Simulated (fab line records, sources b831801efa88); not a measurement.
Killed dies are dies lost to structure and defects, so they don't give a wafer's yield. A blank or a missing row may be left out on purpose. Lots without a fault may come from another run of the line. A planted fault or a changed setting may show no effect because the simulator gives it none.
fab line records | flow sky130
record lots=12 wafers=36 last_day=51
route steps=708 shown FIELD_ISO@24 NWELL@78 VT_ADJUST_HVTP@94 PAD_OPEN@708
lots that met no fault: from a run of the same line without faults
start_h: hours from the record's first day to the start of the lot's first wafer shown | wait_h: hours since the lot's step before | " the same as in the row above | L1.1+2: a row that stands for several wafers | - no value, or no start given | * or withheld: withheld | < > ~ a bound
route shown NAME@n: a module of which the file shows steps, and the number in the route of the first | usual: mean/standard deviation of fault-free wafers | same: alike in all rows | chamber/n: place in a boat | sites: the reading at each site | _std_site: their standard deviation | _edge_site: outer sites' mean less inner sites' | radius_mm: how far each site lies from the wafer's centre | mask NAME#n: copy n | behind: the tool/chamber that last shaped the wafer | hold: why the lot was held/for how many hours/how that ended | device: the transistor (n, p or np) that didn't switch | end of line: the same wafers' tests at the end of the route | a step without rows: its recipe alone | killed: dies lost to structure and defects at the first sort, not the wafer's yield | map: a wafer's dies, x killed, . not, _ none there
set.NAME: the setting as run; set.NAME@STEP: as run at that earlier step | model.NAME: the simulator's own value behind a step, which no gauge read
steps of the route over a sample of lots; a table a step, a row a wafer
services: from which hour (start_h, from the record's first day; less than 0 if before it) a tool's chamber was out of use, for how many hours, and why
## steps
# step SKY_FIELD_ISO_THK_MEAS_23
# recipe reads=SiO2_of_FIELD_ISO_OXIDATION_22
# usual FIELD_ISO_OXIDATION_01_THK=10.03/0.24
# columns lot.wafer tool chamber start_h wait_h FIELD_ISO_OXIDATION_01_THK[nm]
L797.1 film_metro-02 - 33.03 0.0 10.16
L797.3 " - " " 10.10
L797.5 " - " " 10.22
L799.2 film_metro-02 - 43.25 0.0 9.79
L799.5 " - " " 9.99
L799.6 " - " " 9.79
L802.1 film_metro-02 - 57.80 0.0 10.43
L802.3 " - " " 10.22
L802.5 " - " " 10.31
L803.1 film_metro-04 - 64.39 0.0 9.98
L803.4 " - " " 9.90
L803.6 " - " " 9.98
L804.1 film_metro-01 - 68.84 0.0 10.01
L804.3 " - " " 10.13
L804.6 " - " " 10.02
L805.2 film_metro-01 - 74.33 0.0 10.11
L805.3 " - " " 10.28
L805.4 " - " " 10.37
L806.1 film_metro-02 - 78.40 0.0 10.22
L806.4 " - " " 10.33
L806.6 " - " " 10.22
L807.4 film_metro-01 - 85.45 0.0 9.82
L807.5 " - " " 10.04
L807.6 " - " " 9.89
L809.1 film_metro-01 - 95.44 0.0 9.90
L809.2 " - " " 9.94
L809.3 " - " " 9.94
L810.2 film_metro-02 - 100.84 0.0 9.92
L810.5 " - " " 9.95
L810.6 " - " " 9.91
L814.4 film_metro-02 - 120.76 0.0 9.96
L814.5 " - " " 9.94
L814.6 " - " " 10.28
L816.1 film_metro-01 - 131.12 0.0 9.79
L816.2 " - " " 9.71
L816.6 " - " " 9.81
# step SKY_NWELL_STRIP_25
# recipe chemistry=O2/N2 power_w=1400 pressure_mtorr=1500 platen_temp_c=withheld o2_flow_sccm=3000 n2_flow_sccm=300 overash_fraction=0.5
# usual chamber_pressure_mTorr=1500.1/1.3 drypump_motor_current_A=5.6/0.33 oes_product_au=0.722/0.0046 strip_time_to_endpoint_s=36.92/0.1
# columns lot.wafer tool chamber start_h wait_h chamber_pressure_mTorr drypump_motor_current_A oes_product_au rf_hours_counter_h strip_time_to_endpoint_s
L797.1 plasma_asher-02 1 106.77 0.1 1499.6 5.3 0.717 39 36.89
L797.3 " 1 " " 1500.3 5.3 0.724 - 37.03
L797.5 " 1 " " 1497.5 5.3 0.723 - 36.91
L799.2 plasma_asher-02 0 116.47 0.1 1498.9 5.6 0.719 41 36.99
L799.5 " 1 " " 1500.3 5.3 0.722 - 37.09
L799.6 " 0 " " 1499.5 5.6 0.726 - 36.93
L802.1 plasma_asher-04 1 129.87 0.1 1502.8 5.7 0.720 43 37.01
L802.3 " 1 " " 1500.7 5.6 0.725 - 36.93
L802.5 " 1 " " 1500.9 5.6 0.726 - 36.96
L803.1 plasma_asher-04 1 139.47 0.1 1501.4 5.6 0.722 44 36.94
L803.4 " 1 " " 1502.6 5.6 0.718 - 36.97
L803.6 " 1 " " 1497.9 5.6 0.721 - 36.94
L804.1 plasma_asher-01 1 146.72 0.1 1500.2 5.9 0.713 2 36.78
L804.3 " 1 " " 1500.8 6.0 0.713 - 36.93
L804.6 " 0 " " 1498.8 4.7 0.714 - 36.85
L805.2 plasma_asher-04 1 154.32 0.1 1498.6 5.6 0.718 46 36.95
L805.3 " 1 " " 1502.0 5.6 0.726 - 37.12
L805.4 " 0 " " 1501.8 5.7 0.729 - 36.97
L806.1 plasma_asher-04 1 160.07 0.1 1500.0 5.6 0.728 46 37.02
L806.4 " 0 " " 1501.1 5.8 0.720 - 36.86
L806.6 " 0 " " 1501.7 5.7 0.723 - 37.04
L807.4 plasma_asher-01 1 173.66 0.1 1503.0 5.9 0.719 - 36.96
L807.5 " 1 " " 1499.3 5.9 0.719 - 37.01
L807.6 " 0 " " 1498.1 4.7 0.725 - 36.94
L809.1 plasma_asher-02 1 182.42 0.1 1501.4 5.3 0.726 47 36.87
L809.2 " 0 " " 1502.4 5.6 0.726 47 36.88
L809.3 " 0 " " 1501.1 5.6 0.723 - 36.89
L810.2 plasma_asher-02 1 186.02 0.1 1502.0 5.3 0.725 48 36.93
L810.5 " 1 " " 1498.5 5.3 0.717 - 36.89
L810.6 " 0 " " 1500.8 5.6 0.726 - 36.81
L814.4 plasma_asher-04 0 207.96 0.1 1498.7 5.8 0.727 - 36.78
L814.5 " 0 " " 1501.6 5.8 0.724 - 36.90
L814.6 " 1 " " 1502.8 5.6 0.725 - 36.63
L816.1 plasma_asher-04 1 217.67 0.1 1501.0 5.7 0.727 52 36.93
L816.2 " 0 " " 1501.1 5.7 0.718 52 36.87
L816.6 " 1 " " 1500.5 5.6 0.722 - 36.77
# step SKY_NWELL_RTA_28
# recipe temp_c=1050 time_s=30 idle_temp_c=650 ramp_up_c_per_s=150 ramp_down_c_per_s=90 ambient=N2
# usual lamp_power_pct=25.31/0.054 wafer_temp_C_max=1054.8/0.94
# same time_s=30
# columns lot.wafer tool chamber start_h wait_h lamp_power_pct wafer_temp_C_max
L797.1 rtp_anneal-01 0 106.99 0.0 25.39 1056.0
L797.3 " 0 " " 25.29 1056.6
L797.5 " 0 " " 25.28 1056.0
L799.2 rtp_anneal-01 0 116.70 0.0 25.25 1055.8
L799.5 " 0 " " 25.28 1055.3
L799.6 " 0 " " 25.37 1054.8
L802.1 rtp_anneal-01 0 130.08 0.0 25.30 1054.3
L802.3 " 0 " " 25.33 1055.1
L802.5 " 0 " " 25.37 1054.2
L803.1 rtp_anneal-01 0 139.68 0.0 25.25 1055.9
L803.4 " 0 " " 25.35 1053.9
L803.6 " 0 " " 25.41 1055.0
L804.1 rtp_anneal-02 0 146.94 0.0 25.30 1055.3
L804.3 " 0 " " 25.35 1053.6
L804.6 " 0 " " 25.32 1054.6
L805.2 rtp_anneal-01 0 154.55 0.0 25.27 1056.2
L805.3 " 0 " " 25.34 1054.1
L805.4 " 0 " " 25.29 1054.8
L806.1 rtp_anneal-02 0 160.28 0.0 25.24 1054.2
L806.4 " 0 " " 25.30 1056.0
L806.6 " 0 " " 25.36 1053.0
L807.4 rtp_anneal-01 0 173.89 0.1 25.31 1057.4
L807.5 " 0 " " 25.28 1053.8
L807.6 " 0 " " 25.29 1053.9
L809.1 rtp_anneal-01 0 182.64 0.0 25.34 1055.1
L809.2 " 0 " " 25.34 1055.4
L809.3 " 0 " " 25.38 1054.0
L810.2 rtp_anneal-02 0 186.25 0.0 25.27 1055.5
L810.5 " 0 " " 25.26 1054.3
L810.6 " 0 " " 25.29 1056.9
L814.4 rtp_anneal-02 0 208.18 0.1 25.29 1054.4
L814.5 " 0 " " 25.37 1054.7
L814.6 " 0 " " 25.23 1053.4
L816.1 rtp_anneal-02 0 217.93 0.0 25.36 1054.7
L816.2 " 0 " " 25.33 1054.9
L816.6 " 0 " " 25.26 1056.4
# step SKY_VT_ADJUST_HVTP_IMPLANT_09
# recipe species=As energy_kev=150 dose_cm2=4.3e+12 tilt_deg=withheld
# columns lot.wafer tool chamber start_h wait_h
L797.1+3+5 implanter-03 0 124.99 0.0
L799.2+5+6 implanter-01 0 135.66 0.0
L802.1+3+5 implanter-04 0 149.29 0.0
L803.1+4+6 implanter-04 0 160.29 0.0
L804.1+3+6 implanter-04 0 167.04 0.0
L805.2+3+4 implanter-03 0 175.11 0.0
L806.1+4+6 implanter-01 0 181.45 0.0
L807.4+5+6 implanter-03 0 195.01 0.1
L809.1+2+3 implanter-03 0 203.44 0.0
L809.1+2+3 implanter-03 0 203.75 0.3
L810.2+5+6 implanter-04 0 207.36 0.0
L814.4+5+6 implanter-03 0 231.16 0.1
L814.4+5+6 implanter-03 0 231.48 0.3
L816.1+2+6 implanter-01 0 241.59 0.0
# step SKY_VT_ADJUST_HVTP_TW_MEAS_11
# usual VT_ADJUST_HVTP_TW=1348/16
# columns lot.wafer tool chamber start_h wait_h VT_ADJUST_HVTP_TW
L797.1 film_metro-03 - 125.24 0.1 1324
L797.3 " - " " 1329
L797.5 " - " " 1326
L799.2 film_metro-02 - 135.90 0.1 1357
L799.5 " - " " 1355
L799.6 " - " " 1352
L802.1 film_metro-03 - 149.54 0.1 1335
L802.3 " - " " 1346
L802.5 " - " " 1335
L803.1 film_metro-02 - 160.54 0.1 1359
L803.4 " - " " 1367
L803.6 " - " " 1370
L804.1 film_metro-03 - 167.29 0.1 1338
L804.3 " - " " 1336
L804.6 " - " " 1336
L805.2 film_metro-04 - 175.35 0.1 1366
L805.3 " - " " 1358
L805.4 " - " " 1371
L806.1 film_metro-04 - 181.70 0.1 1367
L806.4 " - " " 1364
L806.6 " - " " 1368
L807.4 film_metro-03 - 195.22 0.1 1327
L807.5 " - " " 1338
L807.6 " - " " 1338
L809.1 film_metro-03 - 204.00 0.1 1661
L809.2 " - " " 1657
L809.3 " - " " 1663
L810.2 film_metro-02 - 207.60 0.1 1361
L810.5 " - " " 1363
L810.6 " - " " 1372
L814.4 film_metro-03 - 231.68 0.1 1671
L814.5 " - " " 1675
L814.6 " - " " 1676
L816.1 film_metro-03 - 241.84 0.1 1335
L816.2 " - " " 1333
L816.6 " - " " 1328
# step SKY_PAD_OPEN_PROBE_99
# usual killed_at_M0_to_M3=42/7.3 killed_at_M4_up=3.4/2 killed_at_contacts=24/5.6 killed_at_front_end=16/4.5 killed_at_other=0.2/0.51 killed_dies=86/9.8 killed_open=46/7 killed_short=40/6.7
# same gross_dies=492 killed_at_back_side=0
# columns lot.wafer tool chamber start_h wait_h killed_at_M0_to_M3 killed_at_M4_up killed_at_contacts killed_at_front_end killed_at_other killed_dies killed_open killed_short
L816.1 prober-02 - 1212.36 0.1 57 4 17 20 0 98 56 42
L816.2 prober-02 - 1212.41 0.1 56 2 28 14 0 100 43 57
L816.6 prober-02 - 1212.61 0.2 40 5 20 20 0 85 42 43
# killed by level:class
L816.1 VIA1:geometric_particle:open=13 VIA2:geometric_particle:open=10 VIA3:geometric_particle:open=10 METAL1:geometric_particle:short=9 POLY_GATE:geometric_particle:open=7 FIELD_ISO:geometric_particle:short=5 LI_CONTACT:geometric_particle:open=4 LOCAL_INTERCONNECT:geometric_particle:short=4
L816.2 METAL2:geometric_particle:short=16 LI_CONTACT:geometric_particle:open=11 METAL1:geometric_particle:short=9 VIA1:geometric_particle:open=8 LI_CONTACT:geometric_particle:short=6 VIA2:geometric_particle:short=6 POLY_GATE:geometric_particle:short=5 CONTACT:geometric_particle:short=5
L816.6 METAL2:geometric_particle:short=9 VIA2:geometric_particle:short=7 POLY_GATE:geometric_particle:short=6 LI_CONTACT:geometric_particle:open=6 VIA1:geometric_particle:open=6 CONTACT:geometric_particle:open=5 VIA3:geometric_particle:open=5 POLY_GATE:geometric_particle:open=4
## services
# columns tool chamber start_h hours kind
plasma_asher-01 - 108.75 9.0 pm
plasma_asher-01 0 108.75 9.0 vent_cycle
plasma_asher-01 1 108.75 9.0 vent_cycle
implanter-04 - 111.22 1.6 repair
plasma_asher-01 0 117.75 - clean
plasma_asher-01 1 117.75 - clean
implanter-03 - 133.79 2.7 repair
rtp_anneal-02 - 138.84 0.9 pm
implanter-01 - 150.38 5.6 pm
implanter-04 - 187.24 8.6 repair
plasma_asher-02 - 188.66 0.8 repair
implanter-04 - 197.06 4.2 pm
rtp_anneal-01 - 199.11 3.6 pm
implanter-04 - 232.80 1.5 repair
## key
first_sign step=SKY_VT_ADJUST_HVTP_IMPLANT_09 reading=visit direction=added
effect step=SKY_VT_ADJUST_HVTP_TW_MEAS_11 reading=VT_ADJUST_HVTP_TW direction=up sigmas=21 usual=1348 struck=1667
met_at SKY_VT_ADJUST_HVTP_IMPLANT_09
struck_lots L809,L814
tester_left_out L809,L814
not_acting_at SKY_FIELD_ISO_THK_MEAS_23,SKY_NWELL_STRIP_25,SKY_NWELL_RTA_28
fault kind=repeated_step_whole tool=implanter-01,implanter-03,implanter-04 chamber=- onset_h=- steps=SKY_VT_ADJUST_HVTP_IMPLANT_09 times=1 scope=struck_lots_only
# tester_left_out: of these lots the tester's yield and bins aren't shown, on N5 and GAA mostly nor the transistor test; their killed dies are dies lost to structure and defects alone, not to doping, threshold or leakage, so they don't give the yield
